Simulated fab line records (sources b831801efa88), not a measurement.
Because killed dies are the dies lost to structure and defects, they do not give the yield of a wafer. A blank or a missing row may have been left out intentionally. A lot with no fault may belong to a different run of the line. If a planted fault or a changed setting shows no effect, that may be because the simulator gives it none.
The same fault as seen by 2 desks	flow sfq-line	each desk has only its own numbers; what lay behind them comes last

METROLOGY DESK
Lot by lot, what the gauges showed, no matter which tool ran the lot: averages of those sampled wafers that carry a number. Marked OUT: a lot whose mean sits more than 4 standard deviations from the usual mean, which makes it out of limits; the brackets give that distance.
Columns: A = M1_NB_RS at SFQ_M1_RS_MEAS_909, usual 0.895 ohm/sq; B = M1_OVL at SFQ_M1_OVL_MEAS_911, usual 0 nm
lot	first seen here	A	B
L569	day 19 03:40	0.910	-0
L572	day 20 12:28	0.883	1
L578	day 22 05:23	0.893	-6
L579	day 22 17:13	0.896	-3
L589	day 27 06:08	0.902	-3
Result from this desk: across the 5 lots, nothing is out of limits.

TOOL OWNER'S DESK, rie-metal-02
The tool's own readings at SFQ_TRILAYER_M1_BARC_OPEN_METAL_ETCH_054 (etches BARC in O2, target depth 125 nm, time 41.7 s): means of the sampled wafers that have a number, for each lot that ran on this tool. Marked OUT: a lot whose mean sits more than 4 standard deviations from the usual mean, which makes it out of limits; the brackets give that distance.
Columns: A = drypump-motor-current-A at SFQ_TRILAYER_M1_BARC_OPEN_METAL_ETCH_054, usual 5.8 A; B = he-backside-leak-sccm at SFQ_TRILAYER_M1_BARC_OPEN_METAL_ETCH_054, usual 3.36 sccm; C = oes-product-au at SFQ_TRILAYER_M1_BARC_OPEN_METAL_ETCH_054, usual 0.685 a.u.
lot	first seen here	A	B	C
L572	day 26 23:05	5.9	3.31	0.682
L579	day 28 14:38	5.9	3.28	0.686
Result from this desk: across the 2 lots, nothing is out of limits.

TAKEN TOGETHER
Metrology desk: nothing out of limits seen.
Nothing out of limits was seen by the tool owner's desk.

WHAT HAD BEEN PUT IN BY THE SIMULATOR
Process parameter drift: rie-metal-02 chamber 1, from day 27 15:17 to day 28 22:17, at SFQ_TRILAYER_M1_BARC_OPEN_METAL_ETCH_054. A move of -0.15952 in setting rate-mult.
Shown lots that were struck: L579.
